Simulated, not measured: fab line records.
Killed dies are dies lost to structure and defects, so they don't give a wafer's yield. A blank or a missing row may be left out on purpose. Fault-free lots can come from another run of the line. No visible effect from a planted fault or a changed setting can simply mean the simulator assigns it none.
Struck lot and sound lot, side by side -- flow sfq_line -- 42 steps out of a route of 325
Sound: wafers L161.1, L161.4, L161.6. Struck: wafer L165.4 (left out: L165.1, L165.6 of the same lot, which were not struck); the cause appears at the end.
At each step with rows: each side's tool, then ch and its chambers, then its first start. Under that, the readings that differ: sound wafers -- struck wafers -- difference of the means -- sigmas: that difference in standard deviations of wafers without a fault.
alike: words and numbers the same on both sides, and readings whose means are apart by under 2 such deviations; not compared: readings that were withheld, readings missing a value for some wafer, numbers with overlapping values and no deviation given by the record, and bounds like >300 which may hide the same value.
The two part at a step that has a row with sigmas, a row that says differs or no value, or rows on one side only. When numbers do not overlap yet have no deviation, they are printed without sigmas and do not part them. Lack of a reading on every wafer of one side parts them only where that side has two or more wafers.

first, 6 steps without rows for these wafers: SFQ_TRILAYER_I6_VIA_LITHO_COAT_174 (resist thk 62 nm); SFQ_TRILAYER_I6_VIA_LITHO_COAT_169 (resist thk 650 nm); SFQ_TRILAYER_I6_VIA_LITHO_SOFTBAKE_173; SFQ_TRILAYER_I6_VIA_LITHO_EXPOSE_170 (exposes mask I6, target cd 700 nm); SFQ_TRILAYER_I6_VIA_LITHO_PEB_172 (peb time 60 s); SFQ_TRILAYER_I6_VIA_LITHO_DEVELOP_171 (time 60 s).
SFQ_I6_OVL_MEAS_942:
  sound on overlay-01 at day 81 17:24; struck on overlay-01 at day 84 08:00
  alike: I6_OVL
then, 1 step without rows for these wafers: SFQ_TRILAYER_I6_VIA_BARC_OPEN_VIA_ETCH_235 (etches BARC in O2, target depth 125 nm, time 41.7 s).
SFQ_TRILAYER_I6_VIA_ETCH_VIA_ETCH_172: etches SiO2 in CHF3, stops on Nb, target depth 260 nm.
  sound on rie_diel-01 ch 0,1, day 81 17:29; struck on rie_diel-02 ch 2, day 84 08:05
  alike: drypump_motor_current_A, oes_product_au
SFQ_TRILAYER_I6_VIA_STRIP_STRIP_173: strips in O2.
  sound on rie_metal-03 ch 0, day 81 17:35; struck on rie_metal-02 ch 0, day 84 08:11
  alike: drypump_motor_current_A, he_backside_leak_sccm, oes_product_au
  not compared: rf_hours_counter_h
then, 2 steps without rows for these wafers: SFQ_TRILAYER_I6_VIA_STRIP_SOLV_CLEAN_174 (cleans in NMP, time 600 s); SFQ_TRILAYER_M7_DEP_PRE_CLEAN_176 (time 22.5 s).
SFQ_TRILAYER_M7_DEP_SPUTTER_175: material Nb, target thk 200 nm, time 133.3 s.
  sound on pvd_sputter-03 at day 81 18:23; struck on pvd_sputter-03 at day 84 08:59
reading,sound,struck,difference,sigmas
model.Nb_of_TRILAYER_M7_DEP_SPUTTER_175.thk_nm (nm),204.3 203.7 200.2,269.4,+66.7,
  alike: base_pressure_pa, throttle_valve_pct
SFQ_M7_RS_MEAS_943: a four-point-probe measurement.
  sound on film_metro-03 at day 81 18:29; struck on film_metro-03 at day 84 09:05
reading,sound,struck,difference,sigmas
M7_NB_RS (ohm/sq),0.871 0.874 0.888,0.659,-0.219,-20
then, 6 steps without rows for these wafers: SFQ_TRILAYER_M7_LITHO_COAT_182 (resist thk 62 nm); SFQ_TRILAYER_M7_LITHO_COAT_177 (resist thk 600 nm); SFQ_TRILAYER_M7_LITHO_SOFTBAKE_181; SFQ_TRILAYER_M7_LITHO_EXPOSE_178 (exposes mask M7, target cd 500 nm); SFQ_TRILAYER_M7_LITHO_PEB_180 (peb time 60 s); SFQ_TRILAYER_M7_LITHO_DEVELOP_179 (time 60 s).
-- the record jumps here: 4 days lie between the struck wafers' starts before and after --
SFQ_M7_OVL_MEAS_945:
  sound on overlay-01 at day 85 05:51; struck on overlay-01 at day 88 02:42
reading,sound,struck,difference,sigmas
M7_OVL (nm),-7 -4 -6,8,+14,+3
SFQ_TRILAYER_M7_BARC_OPEN_METAL_ETCH_229: etches BARC in O2, target depth 125 nm, time 41.7 s.
  sound on rie_metal-04 ch 0,1, day 85 05:53; struck on rie_metal-01 ch 0, day 88 02:44
  alike: drypump_motor_current_A, he_backside_leak_sccm, oes_product_au
  not compared: rf_hours_counter_h
SFQ_TRILAYER_M7_ETCH_METAL_ETCH_180: etches Nb in Cl2/Ar, stops on SiO2, target depth 240 nm, time 120 s.
  sound on rie_metal-04 ch 0,1, day 85 05:57; struck on rie_metal-01 ch 0, day 88 02:51
reading,sound,struck,difference,sigmas
oes_product_au (a.u.),0.902 0.907 0.888,0.984,+0.085,+11
  alike: drypump_motor_current_A, he_backside_leak_sccm
  not compared: rf_hours_counter_h
then, 2 steps without rows for these wafers: SFQ_TRILAYER_M7_STRIP_STRIP_181 (strips in O2); SFQ_TRILAYER_M7_STRIP_SOLV_CLEAN_182 (cleans in NMP, time 600 s).
SFQ_TRILAYER_I7_DEP_PECVD_183: deposits SiO2 from SiH4/N2O, time 111.11 s, target thk 500 nm.
  sound on pecvd-01 ch 1,2, day 85 06:51; struck on pecvd-04 ch 1, day 88 04:29
  alike: heater_power_outer_w, heater_power_w, throttle_valve_pct
  not compared: since_wet_clean_h
SFQ_TRILAYER_I7_CMP_CMP_184: polishes SiO2.
  sound on cmp-02 ch 0,1, day 85 06:55; struck on cmp-02 ch 3, day 88 04:34
  alike: motor_current_A, time_to_endpoint_s
SFQ_I7_BOW_MEAS_946:
  sound on film_metro-01 at day 85 09:55; struck on film_metro-01 at day 88 07:34
  alike: I7_BOW
then, 7 steps without rows for these wafers: SFQ_TRILAYER_I7_METRO_MEASURE_185; SFQ_TRILAYER_I7_VIA_LITHO_COAT_192 (resist thk 62 nm); SFQ_TRILAYER_I7_VIA_LITHO_COAT_187 (resist thk 650 nm); SFQ_TRILAYER_I7_VIA_LITHO_SOFTBAKE_191; SFQ_TRILAYER_I7_VIA_LITHO_EXPOSE_188 (exposes mask I7, target cd 1000 nm); SFQ_TRILAYER_I7_VIA_LITHO_PEB_190 (peb time 60 s); SFQ_TRILAYER_I7_VIA_LITHO_DEVELOP_189 (time 60 s).
-- the record jumps here: 4 days lie between the struck wafers' starts before and after --
SFQ_I7_OVL_MEAS_947:
  sound on overlay-01 at day 89 05:06; struck on overlay-01 at day 92 04:01
  alike: I7_OVL
then, 5 steps without rows for these wafers: SFQ_TRILAYER_I7_VIA_BARC_OPEN_VIA_ETCH_260 (etches BARC in O2, target depth 125 nm, time 41.7 s); SFQ_TRILAYER_I7_VIA_ETCH_VIA_ETCH_190 (etches SiO2 in CHF3, stops on Nb, target depth 260 nm); SFQ_TRILAYER_I7_VIA_STRIP_STRIP_191 (strips in O2); SFQ_TRILAYER_I7_VIA_STRIP_SOLV_CLEAN_192 (cleans in NMP, time 600 s); SFQ_TRILAYER_M8_LITHO_LOR_COAT_197.
SFQ_M8_BOW_MEAS_951:
  sound on film_metro-01 at day 89 09:59; struck on film_metro-04 at day 92 09:05
reading,sound,struck,difference,sigmas
model.etest.m7.comb_log10_ohm,12 12 12,0,-12,
model.etest.m7.ohm_sq,0.8713 0.874 0.8891,0.6607,-0.2174,
  alike: M8_BOW

== WHERE THEY PART ==
First at SFQ_M7_RS_MEAS_943; last, within this record, at SFQ_TRILAYER_M7_ETCH_METAL_ETCH_180. Later steps at which nothing parts them and some readings are alike: SFQ_TRILAYER_I7_DEP_PECVD_183, SFQ_TRILAYER_I7_CMP_CMP_184, SFQ_I7_BOW_MEAS_946, SFQ_I7_OVL_MEAS_947, SFQ_M8_BOW_MEAS_951.

WHY: whatever the simulator had introduced
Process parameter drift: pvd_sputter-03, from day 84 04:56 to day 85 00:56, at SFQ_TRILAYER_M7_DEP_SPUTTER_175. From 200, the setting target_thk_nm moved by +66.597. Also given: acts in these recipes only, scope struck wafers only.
